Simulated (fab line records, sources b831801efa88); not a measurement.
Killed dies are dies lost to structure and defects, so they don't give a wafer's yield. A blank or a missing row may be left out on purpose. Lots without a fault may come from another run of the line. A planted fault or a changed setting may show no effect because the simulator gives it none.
A struck lot beside a sound one | flow sky130 | 37 steps out of a route of 708
Sound: wafers L113.2, L113.3, L113.6. Struck: wafer L131.1. (L131.3, L131.6 of the same lot were not struck and are left out.) The cause comes at the end.
At each step with rows: each side's tool, then ch and its chambers, then its first start. Under that, the readings that differ: sound wafers | struck wafers | difference of the means | sigmas: that difference in standard deviations of wafers without a fault.
alike: readings whose means differ by less than 2 such deviations, and words and numbers that are the same on both sides. not compared: withheld readings, readings that some wafer has no value for, bounds like >300 that may hide the same value, and numbers for which the record gives no deviation and whose values overlap.
The two part at a step that has a row with sigmas, a row that says differs or no value, or rows on one side only. Numbers that don't overlap but have no deviation are shown without sigmas and don't part them. A reading that every wafer of one side lacks parts them only if that side has two wafers or more.

first, 10 steps without rows for these wafers: SKY_VIA2_ETCH_15 (etches SiO2 in C4F8/O2/Ar, stops on TiN, target depth 546 nm, time 84 s); SKY_VIA2_STRIP_16 (strips in O2/N2); SKY_VIA2_STRIP_17 (strips in post etch residue remover, time 1200 s); SKY_VIA2_CLEAN_18 (cleans in IPA, time 180 s); SKY_VIA2_CLEAN_19 (cleans in O3/DIW); SKY_VIA2_SPUTTER_20 (material TiN, target thk 20 nm, time 80 s); SKY_VIA2_CVD_21 (deposits W, target thk 420 nm, time 126.4 s); SKY_VIA2_CMP_24 (polishes, stops on SiO2, t overpolish 20 s, target thk 0 nm); SKY_METAL3_SPUTTER_00 (material Ti, target thk 15 nm, time 10 s); SKY_METAL3_SPUTTER_01 (material TiN, target thk 20 nm, time 16.7 s).
SKY_METAL3_SPUTTER_02: material AlCu, target thk 735 nm, time 39.1 s.
  sound on pvd_sputter-02, day 36 00:52; struck on pvd_sputter-02, day 42 01:29
  reading                                     | sound             | struck | difference | sigmas
  model.AlCu_of_METAL3_SPUTTER_02.thk_nm (nm) | 734.3 732.9 740.6 | 818.8  | +82.9      |
  alike: throttle_valve_pct
then, 24 steps without rows for these wafers: SKY_METAL3_SPUTTER_03 (material Ti, target thk 5 nm, time 3.3 s); SKY_METAL3_SPUTTER_04 (material TiN, target thk 70 nm, time 58.3 s); SKY_CAPM_CVD_00 (deposits SiO2, target thk 15.5 nm); SKY_CAPM_SPUTTER_02 (material TiN, target thk 200 nm, time 166.7 s); SKY_CAPM_DEHYDRATE_05 (time 60 s); SKY_CAPM_HMDS_06 (prime time 60 s); SKY_CAPM_COAT_07 (resist thk 1140 nm); SKY_CAPM_SOFTBAKE_08 (time 60 s); SKY_CAPM_EXPOSE_09 (exposes mask CAPM, target cd 1000 nm); SKY_CAPM_PEB_10; SKY_CAPM_DEVELOP_11 (develop time 60 s); SKY_CAPM_METAL_ETCH_13 (etches TiN in Cl2/BCl3, stops on SiO2, target depth 220 nm, time 62.9 s); SKY_CAPM_STRIP_14 (strips in O2/N2); SKY_CAPM_STRIP_15 (strips in post etch residue remover, time 1200 s); SKY_CAPM_CLEAN_16 (cleans in IPA, time 180 s); SKY_CAPM_CLEAN_17 (cleans in O3/DIW); SKY_METAL3_DEHYDRATE_05 (time 60 s); SKY_METAL3_HMDS_06 (prime time 60 s); SKY_METAL3_COAT_07 (resist thk 60 nm); SKY_METAL3_COAT_08 (resist thk 1140 nm); SKY_METAL3_SOFTBAKE_09 (time 90 s); SKY_METAL3_EXPOSE_10 (exposes mask MM3, target cd 300 nm); SKY_METAL3_PEB_11; SKY_METAL3_DEVELOP_12 (develop time 60 s).
SKY_METAL3_METAL_ETCH_18: etches the open film in Cl2/BCl3, stops on SiO2, target depth 845 nm, time 183.1 s.
  sound on rie_metal-02 ch 0, day 38 05:14; struck on rie_metal-03 ch 1, day 43 23:56
  reading                | sound                | struck | difference                   | sigmas
  oes_product_au (a.u.)  | 0.870 0.868 0.875    | 0.915  | +0.044                       | +7
  rf_hours_counter_h (h) | - - -                | 21     | no value on the sound wafers |
  throttle_valve_pct (%) | 22.262 22.254 22.261 | 22.282 | +0.023                       | +2
  alike: drypump_motor_current_A, mfc_cl2_sccm
-- the record jumps here: 6 days lie between the struck wafers' starts before and after (it left off in module METAL3 and takes up again in module PAD_OPEN, whose first step shown is number 708 of the route) --
SKY_PAD_OPEN_PROBE_99:
  sound on prober-02, day 45 12:12; struck on prober-01, day 50 02:29
  reading                      | sound                   | struck  | difference | sigmas
  defect_limited_yield (%)     | 83.3 80.3 80.1          | 76.2    | -5.0       | -3
  killed_at_contacts           | 25 30 34                | 43      | +13        | +2
  killed_dies                  | 82 97 98                | 117     | +25        | +3
  sort_bin_6_memory (%)        | 5.3 6.7 5.9             | 10.2    | +4.2       | +3
  sort_n_pass                  | 410 395 394             | 375     | -25        | -3
  sort_yield_pct (%)           | 83.3 80.3 80.1          | 76.2    | -5.0       | -3
  model.etest.met3.line_ohm_um | 0.139 0.1397 0.1399     | 0.1267  | -0.0128    |
  model.etest.met3.rs_ohm_sq   | 0.04223 0.04294 0.04229 | 0.03813 | -0.00436   |
  alike: killed_at_M0_to_M3, killed_at_M4_up, killed_at_front_end, killed_at_other, killed_open, killed_short, sort_bin_3_pad_short, sort_bin_5_function

WHERE THEY PART
First at SKY_METAL3_METAL_ETCH_18; last, within this record, at SKY_PAD_OPEN_PROBE_99.

WHY: what the simulator had put in
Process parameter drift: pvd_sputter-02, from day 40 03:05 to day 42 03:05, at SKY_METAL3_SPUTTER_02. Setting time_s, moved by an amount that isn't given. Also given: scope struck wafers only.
